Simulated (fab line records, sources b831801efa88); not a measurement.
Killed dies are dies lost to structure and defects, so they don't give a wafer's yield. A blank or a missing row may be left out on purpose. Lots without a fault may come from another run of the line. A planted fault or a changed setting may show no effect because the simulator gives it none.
fab line records | flow sky130
record lots=12 wafers=36 last_day=50
route steps=708 shown LDD_N@247 RES_XHIGH@340 CONTACT@409
lots that met no fault: from a run of the same line without faults
start_h: hours from the record's first day to the start of the lot's first wafer shown | wait_h: hours since the lot's step before | " the same as in the row above | L1.1+2: a row that stands for several wafers | - no value, or no start given | * or withheld: withheld | < > ~ a bound
route shown NAME@n: a module of which the file shows steps, and the number in the route of the first | usual: mean/standard deviation of fault-free wafers | same: alike in all rows | chamber/n: place in a boat | sites: the reading at each site | _std_site: their standard deviation | _edge_site: outer sites' mean less inner sites' | radius_mm: how far each site lies from the wafer's centre | mask NAME#n: copy n | behind: the tool/chamber that last shaped the wafer | hold: why the lot was held/for how many hours/how that ended | device: the transistor (n, p or np) that didn't switch | end of line: the same wafers' tests at the end of the route | a step without rows: its recipe alone | killed: dies lost to structure and defects at the first sort, not the wafer's yield | map: a wafer's dies, x killed, . not, _ none there
set.NAME: the setting as run; set.NAME@STEP: as run at that earlier step | model.NAME: the simulator's own value behind a step, which no gauge read
steps of the route over a sample of lots; a table a step, a row a wafer
services: from which hour (start_h, from the record's first day; less than 0 if before it) a tool's chamber was out of use, for how many hours, and why
## steps
# step SKY_LDD_N_IMPLANT_10
# recipe species=As energy_kev=20 dose_cm2=7.5e+13 tilt_deg=withheld rotation_deg=203
# usual rotation_deg=203.00/0.042
# columns lot.wafer tool chamber start_h wait_h rotation_deg
L436.2 implanter-02 0 405.69 0.1 203.03
L436.5 " 0 " " 202.98
L436.6 " 0 " " 203.02
L438.3 implanter-01 0 428.51 0.1 202.94
L438.4 " 0 " " 203.02
L438.6 " 0 " " 203.02
L440.2 implanter-01 0 439.22 0.1 202.95
L440.3 " 0 " " 202.95
L440.5 " 0 " " 203.03
L442.2 implanter-02 0 459.57 0.1 203.04
L442.4 " 0 " " 203.03
L442.6 " 0 " " 203.07
L443.3 implanter-03 0 470.21 0.1 202.94
L443.4 " 0 " " 202.93
L443.6 " 0 " " 203.04
L446.2 implanter-02 0 490.49 0.1 202.99
L446.4 " 0 " " 202.94
L446.6 " 0 " " 203.01
L447.1 implanter-01 0 496.65 0.1 203.03
L447.2 " 0 " " 203.01
L447.6 " 0 " " 202.95
L454.1 implanter-01 0 567.61 0.1 275.68
L454.2 " 0 " " 275.61
L454.5 " 0 " " 275.67
L456.1 implanter-01 0 578.56 0.1 275.67
L456.5 " 0 " " 275.63
L456.6 " 0 " " 275.58
L457.3 implanter-02 0 585.53 0.1 203.01
L457.4 " 0 " " 203.02
L457.6 " 0 " " 203.02
L458.2 implanter-02 0 593.66 0.1 203.03
L458.4 " 0 " " 202.97
L458.5 " 0 " " 202.98
L459.1 implanter-02 0 601.08 0.1 202.99
L459.5 " 0 " " 202.91
L459.6 " 0 " " 203.02
# step SKY_RES_XHIGH_STRIP_08
# recipe chemistry=O2/N2 power_w=1400 pressure_mtorr=1500 platen_temp_c=withheld o2_flow_sccm=3000 n2_flow_sccm=300 overash_fraction=0.5
# usual chamber_pressure_mTorr=1500.1/1.4 drypump_motor_current_A=5.53/0.21 oes_product_au=0.711/0.005 strip_time_to_endpoint_s=14.27/0.041
# columns lot.wafer tool chamber start_h wait_h chamber_pressure_mTorr drypump_motor_current_A oes_product_au rf_hours_counter_h strip_time_to_endpoint_s
L436.2 plasma_asher-04 1 621.86 0.1 1500.1 5.25 0.709 93 14.28
L436.5 " 0 " " 1503.1 5.75 0.709 - 14.28
L436.6 " 1 " " 1499.3 5.23 0.706 - 14.27
L438.3 plasma_asher-02 0 641.96 0.1 1499.2 5.44 0.720 - 14.32
L438.4 " 1 " " 1499.3 5.57 0.710 - 14.29
L438.6 " 1 " " 1499.5 5.57 0.714 - 14.28
L440.2 plasma_asher-01 1 651.72 0.1 1501.3 6.05 0.711 19 14.24
L440.3 " 0 " " 1500.6 5.53 0.702 - 14.24
L440.5 " 1 " " 1503.3 6.06 0.713 - 14.21
L442.2 plasma_asher-02 0 672.68 0.1 1500.1 5.43 0.715 55 14.24
L442.4 " 0 " " 1501.5 5.42 0.706 - 14.30
L442.6 " 0 " " 1501.5 5.43 0.700 - 14.28
L443.3 plasma_asher-04 0 680.34 0.1 1498.7 5.74 0.709 - 14.32
L443.4 " 1 " " 1499.7 5.26 0.706 - 14.28
L443.6 " 1 " " 1497.8 5.25 0.713 - 14.26
L446.2 plasma_asher-04 0 699.31 0.1 1498.8 5.72 0.703 100 14.25
L446.4 " 1 " " 1499.8 5.21 0.703 - 14.29
L446.6 " 0 " " 1501.3 5.74 0.708 - 14.31
L447.1 plasma_asher-02 0 704.92 0.1 1500.0 5.42 0.705 58 14.29
L447.2 " 1 " " 1499.2 5.56 0.704 58 14.29
L447.6 " 0 " " 1500.1 5.42 0.716 - 14.26
L454.1 plasma_asher-04 0 770.96 0.1 1501.5 5.75 0.705 4 14.23
L454.2 " 1 " " 1499.1 5.26 0.717 4 14.24
L454.5 " 1 " " 1499.1 5.28 0.711 - 14.22
L456.1 plasma_asher-04 0 779.23 0.1 1499.8 5.70 0.720 5 14.30
L456.5 " 0 " " 1501.1 5.73 0.708 - 14.31
L456.6 " 1 " " 1499.3 5.23 0.711 - 14.30
L457.3 plasma_asher-02 1 785.14 0.1 1501.8 5.57 0.711 - 14.28
L457.4 " 0 " " 1498.2 5.44 0.715 - 14.29
L457.6 " 1 " " 1501.3 5.55 0.711 - 14.32
L458.2 plasma_asher-02 1 791.86 0.1 1501.6 5.56 0.701 66 14.31
L458.4 " 1 " " 1499.6 5.56 0.711 - 14.29
L458.5 " 1 " " 1499.4 5.58 0.720 - 14.25
L459.1 plasma_asher-02 1 799.91 0.1 1500.3 5.56 0.707 67 14.31
L459.5 " 1 " " 1500.8 5.56 0.715 - 14.28
L459.6 " 0 " " 1498.0 5.44 0.712 - 14.27
# step SKY_CONTACT_THK_MEAS_03
# recipe reads=SiO2_of_CONTACT_HDPCVD_02
# usual CONTACT_HDPCVD_THK=564/6
# columns lot.wafer tool chamber start_h wait_h CONTACT_HDPCVD_THK[nm]
L436.2 film_metro-02 - 712.80 0.0 556
L436.5 " - " " 555
L436.6 " - " " 566
L438.3 film_metro-02 - 731.71 0.1 561
L438.4 " - " " 559
L438.6 " - " " 565
L440.2 film_metro-03 - 740.20 0.0 565
L440.3 " - " " 560
L440.5 " - " " 560
L442.2 film_metro-01 - 760.00 0.0 571
L442.4 " - " " 575
L442.6 " - " " 562
L443.3 film_metro-02 - 766.48 0.1 567
L443.4 " - " " 562
L443.6 " - " " 560
L446.2 film_metro-01 - 785.34 0.0 562
L446.4 " - " " 552
L446.6 " - " " 559
L447.1 film_metro-02 - 790.58 0.0 565
L447.2 " - " " 558
L447.6 " - " " 566
L454.1 film_metro-02 - 854.42 0.0 572
L454.2 " - " " 577
L454.5 " - " " 570
L456.1 film_metro-03 - 861.69 0.0 566
L456.5 " - " " 566
L456.6 " - " " 558
L457.3 film_metro-02 - 867.11 0.1 558
L457.4 " - " " 569
L457.6 " - " " 558
L458.2 film_metro-03 - 874.28 0.0 556
L458.4 " - " " 555
L458.5 " - " " 569
L459.1 film_metro-03 - 882.02 0.0 571
L459.5 " - " " 567
L459.6 " - " " 571
# step SKY_CONTACT_STRIP_19
# recipe chemistry=O2/N2 power_w=1400 pressure_mtorr=1500 platen_temp_c=withheld o2_flow_sccm=3000 n2_flow_sccm=300 overash_fraction=0.5
# usual chamber_pressure_mTorr=1500.1/1.4 drypump_motor_current_A=5.64/0.26 oes_product_au=0.380/0.0051 strip_time_to_endpoint_s=3.62/0.041
# columns lot.wafer tool chamber start_h wait_h chamber_pressure_mTorr drypump_motor_current_A oes_product_au rf_hours_counter_h strip_time_to_endpoint_s
L436.2 plasma_asher-01 0 741.35 - 1498.4 5.56 0.382 28 3.61
L436.5 " 1 " " 1498.4 6.03 0.374 - 3.61
L436.6 " 0 " " 1500.4 5.53 0.379 - 3.63
L438.3 plasma_asher-02 0 760.18 - 1498.1 5.43 0.378 - 3.56
L438.4 " 1 " " 1499.8 5.56 0.385 - 3.73
L438.6 " 1 " " 1501.2 5.57 0.375 - 3.59
L440.2 plasma_asher-04 1 767.95 - 1498.9 5.24 0.388 3 3.63
L440.3 " 1 " " 1502.0 5.25 0.374 - 3.57
L440.5 " 0 " " 1500.8 5.70 0.373 - 3.61
L442.2 plasma_asher-01 1 787.75 - 1495.0 6.03 0.385 30 3.67
L442.4 " 0 " " 1500.1 5.55 0.376 - 3.62
L442.6 " 0 " " 1499.7 5.57 0.380 - 3.59
L443.3 plasma_asher-01 0 794.13 - 1499.9 5.55 0.376 - 3.57
L443.4 " 1 " " 1501.6 6.01 0.381 - 3.61
L443.6 " 1 " " 1500.3 6.01 0.384 - 3.61
L446.2 plasma_asher-01 1 812.50 - 1497.2 6.04 0.390 32 3.61
L446.4 " 0 " " 1500.0 5.56 0.385 - 3.56
L446.6 " 0 " " 1499.6 5.54 0.388 - 3.59
L447.1 plasma_asher-01 1 817.30 - 1498.4 6.00 0.389 33 3.66
L447.2 " 0 " " 1500.0 5.55 0.385 33 3.64
L447.6 " 1 " " 1499.1 6.02 0.387 - 3.63
L454.1 plasma_asher-01 1 881.10 - 1499.6 6.06 0.383 39 3.63
L454.2 " 0 " " 1499.6 5.55 0.386 39 3.58
L454.5 " 0 " " 1502.1 5.53 0.383 - 3.57
L456.1 plasma_asher-04 1 888.15 - 1502.5 5.24 0.378 15 3.66
L456.5 " 0 " " 1500.4 5.67 0.378 - 3.61
L456.6 " 1 " " 1497.9 5.26 0.382 - 3.60
L457.3 plasma_asher-04 0 893.33 - 1500.7 5.74 0.385 - 3.61
L457.4 " 1 " " 1500.8 5.27 0.382 - 3.63
L457.6 " 1 " " 1501.0 5.25 0.387 - 3.61
L458.2 plasma_asher-01 0 899.96 - 1500.2 5.54 0.376 41 3.63
L458.4 " 1 " " 1501.5 6.04 0.381 - 3.63
L458.5 " 1 " " 1501.3 5.99 0.381 - 3.65
L459.1 plasma_asher-01 1 907.90 - 1498.0 6.01 0.378 42 3.65
L459.5 " 1 " " 1500.5 5.99 0.382 - 3.64
L459.6 " 0 " " 1499.5 5.54 0.383 - 3.59
## services
# columns tool chamber start_h hours kind
implanter-01 - 412.87 2.2 repair
implanter-02 - 414.12 4.1 repair
plasma_asher-01 - 421.25 9.0 pm
plasma_asher-01 - 488.52 6.4 repair
plasma_asher-01 - 494.95 28.1 pm
implanter-01 - 553.32 4.5 repair
plasma_asher-02 - 585.92 7.5 repair
implanter-01 - 611.38 3.6 repair
plasma_asher-02 - 620.74 2.8 pm
implanter-01 - 621.01 4.4 pm
plasma_asher-04 - 664.04 2.8 pm
plasma_asher-01 - 677.68 2.8 pm
plasma_asher-01 - 704.48 3.2 repair
implanter-02 - 708.35 3.1 pm
plasma_asher-01 - 722.98 2.2 repair
plasma_asher-04 - 733.75 9.0 pm
plasma_asher-02 - 737.43 11.7 repair
plasma_asher-01 - 743.43 28.3 pm
plasma_asher-04 - 779.82 2.9 repair
plasma_asher-01 - 790.51 2.7 repair
implanter-02 - 830.13 2.9 repair
implanter-01 - 837.64 0.5 repair
plasma_asher-02 - 881.10 0.7 repair
plasma_asher-02 - 902.27 7.9 repair
## key
first_sign step=SKY_LDD_N_IMPLANT_10 reading=rotation_deg direction=up sigmas=99+ usual=203.00 struck=275.64
effect none on later readings
met_at SKY_LDD_N_IMPLANT_10
struck_lots L454,L456
tester_left_out L454,L456
not_acting_at SKY_RES_XHIGH_STRIP_08,SKY_CONTACT_THK_MEAS_03,SKY_CONTACT_STRIP_19
onset_between 496.65 567.61
fault kind=process_parameter_drift tool=implanter-01 chamber=- onset_h=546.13 steps=SKY_LDD_N_IMPLANT_10 channel=rotation_deg offset=72.601 shape=step end_h=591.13 acts_in=these_recipes_only stated=203
# tester_left_out: of these lots the tester's yield and bins aren't shown, on N5 and GAA mostly nor the transistor test; their killed dies are dies lost to structure and defects alone, not to doping, threshold or leakage, so they don't give the yield
